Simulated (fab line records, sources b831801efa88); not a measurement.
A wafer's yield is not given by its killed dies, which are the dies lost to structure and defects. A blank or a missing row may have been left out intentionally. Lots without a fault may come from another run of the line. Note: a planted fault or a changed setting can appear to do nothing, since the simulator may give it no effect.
Problem report, 8D (eight disciplines) form, completed by code :: flow gf180mcu :: the parts of the form that need people (team, actions taken, sign-off) are left out

== 1. THE PROBLEM ==
wafer_temp_C_max at GF_SALICIDE_RTA_08 reads a mean of 962.2 on 6 wafers of 2 lots; wafers without a fault read 803.3 with a standard deviation of 0.91. That is +99 or more standard deviations from the usual mean.
The step: time 30 s.
First seen on wafer L280.1, day 21 10:16, on rtp_anneal-01. Wafers with a number at this step in the record: 18, from 6 lots. Rule for "out", or "out of limits": more than 4 standard deviations from the usual mean. The other wafers with a number count as sound.

== 2. WHAT THIS IS AND IS NOT ==
question: which readings at this step
is: wafer_temp_C_max, lamp_power_pct
is not: -

question: which lots
is: L280, L281
is not: L266, L274, L284, L285

question: which wafers of those lots
is: all that have a number
is not: -

question: read on which tools
is: rtp_anneal-01
is not: rtp_anneal-02

question: when
is: from day 21 10:16
is not: up to then (6 sound wafers); but 6 sound wafers of L284, L285 came after

== 3. WHAT RULES OUT EACH SUSPECT ==
Counting: a tool stays on the suspect list if, at a process step up to the reading, it processed all lots that are out and no sound lot following the first of them.
- rie_diel-04 at GF_SAB_ETCH_11 (etches SiO2 in C4F8/O2/Ar, target depth 55 nm, time 8.5 s): ruled out as a lasting fault. Following L280 (day 21 09:31), the first lot on it that is out, the sound lots L284 were run on it.
- rtp_anneal-02 at GF_SALICIDE_RTA_06 (time 30 s): kept. It ran every lot that is out, first L280 (day 21 10:05), and no sound lot after that; its last sound lot up to then is L266 (day 16 06:32).
- rtp_anneal-01 at GF_SALICIDE_RTA_08 (time 30 s): kept. It ran every lot that is out, first L280 (day 21 10:16), and no sound lot after that; its last sound lot up to then is L266 (day 16 06:44). On those wafers its own readings are out: lamp_power_pct, wafer_temp_C_max.
The count leaves rtp_anneal-01 at GF_SALICIDE_RTA_08 and rtp_anneal-02 at GF_SALICIDE_RTA_06.

== 4. THE CAUSE (what the simulator had put in) ==
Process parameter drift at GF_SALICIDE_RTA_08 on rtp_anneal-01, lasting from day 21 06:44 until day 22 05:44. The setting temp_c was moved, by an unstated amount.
Counting leaves 2 suspects; this tool is one of them.

== 5. THE EFFECT CHAIN, in route order ==
Each row: a reading where the mean over the struck wafers with a number is more than 3 standard deviations away from the usual. Only readings for which the record gives a usual standard deviation are gone through. hours: the time from each lot's start at the first step in this table that gives one to its start at this step, as a median over the lots. sigmas: the change in usual standard deviations.
hours: 0
step: GF_SALICIDE_RTA_08
reading: lamp_power_pct
usual: 16.6 %
on struck wafers: 24.6
change: +8.0
sigmas: +6.2

hours: 0
step: GF_SALICIDE_RTA_08
reading: wafer_temp_C_max
usual: 803.3
on struck wafers: 962.2
change: +158.9
sigmas: +99 or more
It contains these process steps:
- GF_SALICIDE_RTA_08: time 30 s.

== 6. WHAT WOULD HAVE CAUGHT IT SOONER ==
The fault began at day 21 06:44; the first out-of-limits reading in this record came at day 21 10:16, 4 hours later.
